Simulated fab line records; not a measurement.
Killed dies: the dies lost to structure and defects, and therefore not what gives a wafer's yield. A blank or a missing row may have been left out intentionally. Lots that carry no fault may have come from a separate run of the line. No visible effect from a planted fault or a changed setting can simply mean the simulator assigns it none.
A lot that was struck, set against a sound lot -- flow sky130 -- 17 out of 708 route steps
Sound: these wafers, L216.1, L216.4, L216.5. Struck: wafer L227.2 (left out: L227.1, L227.5 of the same lot, which were not struck); the cause appears at the end.
Order at every step that has rows: each side's tool, ch and its chambers, its first start. Under that, the readings that differ: sound wafers -- struck wafers -- difference of the means -- sigmas: that difference in standard deviations of wafers without a fault.
alike: words and numbers the same on both sides, and readings whose means are apart by under 2 such deviations; not compared: readings that were withheld, readings missing a value for some wafer, numbers with overlapping values and no deviation given by the record, and bounds like >300 which may hide the same value.
Wherever a step has rows on one side only, a row that says differs or no value, or a row with sigmas, the two part there. Non-overlapping numbers with no deviation appear without sigmas and do not part them. A reading missing from all wafers of one side parts the sides only when that side holds two or more wafers.

SKY_VIA1_CMP_02: polishes SiO2.
  sound on cmp-01 ch 0,2, day 34 12:46; struck on cmp-01 ch 2, day 38 17:56
  alike: head-pressure-psi, motor-current-A
SKY_VIA1_BOW_MEAS_03:
  sound on film-metro-04 at day 34 13:04; struck on film-metro-02 at day 38 18:14
reading,sound,struck,difference,sigmas
VIA1_BOW (um),74 83 84,96,+16,+2
then, 8 steps without rows for these wafers: SKY_VIA1_DEHYDRATE_04 (time 60 s); SKY_VIA1_HMDS_05 (prime time 60 s); SKY_VIA1_COAT_06 (resist thk 60 nm); SKY_VIA1_COAT_07 (resist thk 450 nm); SKY_VIA1_SOFTBAKE_08 (time 90 s); SKY_VIA1_EXPOSE_09 (exposes mask VIM, target cd 150 nm); SKY_VIA1_PEB_10; SKY_VIA1_DEVELOP_11 (develop time 60 s).
SKY_VIA1_CD_MEAS_12 targets a cd of 150 nm.
  sound on cd-sem-01 at day 35 15:00; struck on cd-sem-01 at day 39 19:37
  alike: cd-nm
SKY_VIA1_OVL_MEAS_13:
  sound on overlay-02 at day 35 15:07; struck on overlay-02 at day 39 19:44
  alike: VIA1_OVL
SKY_VIA1_ETCH_14: etches BARC in N2/H2, stops on SiO2, time 45.9 s, target depth 60 nm.
  sound on rie-diel-01 ch 0,1,2, day 35 15:10; struck on rie-diel-03 ch 1, day 39 19:46
reading,sound,struck,difference,sigmas
model.KrF-thick_of_VIA1_COAT_07.thk-nm (nm),390 390.8 391.4,403.5,+12.8,
model.etch.depth-nm (nm),60.06 60.24 60.19,59.15,-1.01,
  alike: drypump-motor-current-A, oes-product-au, throttle-valve-pct
  not compared: rf-hours-counter-h
SKY_VIA1_ETCH_15: etches SiO2 in C4F8/O2/Ar, stops on TiN, target depth 351 nm, time 54 s.
  sound on rie-diel-01 ch 0,1,2, day 35 15:12; struck on rie-diel-03 ch 1, day 39 19:48
reading,sound,struck,difference,sigmas
model.KrF-thick_of_VIA1_COAT_07.thk-nm (nm),320 320.4 321,333.8,+13.3,
  alike: oes-product-au
  not compared: rf-hours-counter-h
SKY_VIA1_STRIP_16: strips in O2/N2.
  sound on plasma-asher-03 ch 0,1, day 35 15:15; struck on plasma-asher-03 ch 1, day 39 19:51
reading,sound,struck,difference,sigmas
oes-product-au (a.u.),0.412 0.411 0.418,0.425,+0.011,+3
strip-time-to-endpoint-s (s),4.422 4.445 4.444,4.575,+0.138,+7
  alike: drypump-motor-current-A
  not compared: rf-hours-counter-h
then, 1 step without rows for these wafers: SKY_VIA1_STRIP_17 (strips in post etch residue remover, time 1200 s).
-- the record jumps here: 10 days lie between the struck wafers' starts before and after (it left off in module VIA1 and takes up again in module PAD_OPEN, whose first step shown is number 708 of the route) --
SKY_PAD_OPEN_PROBE_99:
  sound on prober-02 at day 47 03:42; struck on prober-01 at day 50 05:38
reading,sound,struck,difference,sigmas
killed-at-contacts,21 22 13,31,+12,+2
killed-at-other,0 0 0,1,+1,+2
  alike: defect-limited-yield, killed_at_M0_to_M3, killed_at_M4_up, killed-at-front-end, killed-dies, killed-on-rim, killed-open, killed-short, sort_bin_3_pad_short, sort_bin_5_function, sort_bin_6_memory, sort-n-pass, sort-yield-pct

WHERE THEY PART
At SKY_VIA1_BOW_MEAS_03 first; at SKY_PAD_OPEN_PROBE_99 last (within this record only).

WHY: what the simulator had put in
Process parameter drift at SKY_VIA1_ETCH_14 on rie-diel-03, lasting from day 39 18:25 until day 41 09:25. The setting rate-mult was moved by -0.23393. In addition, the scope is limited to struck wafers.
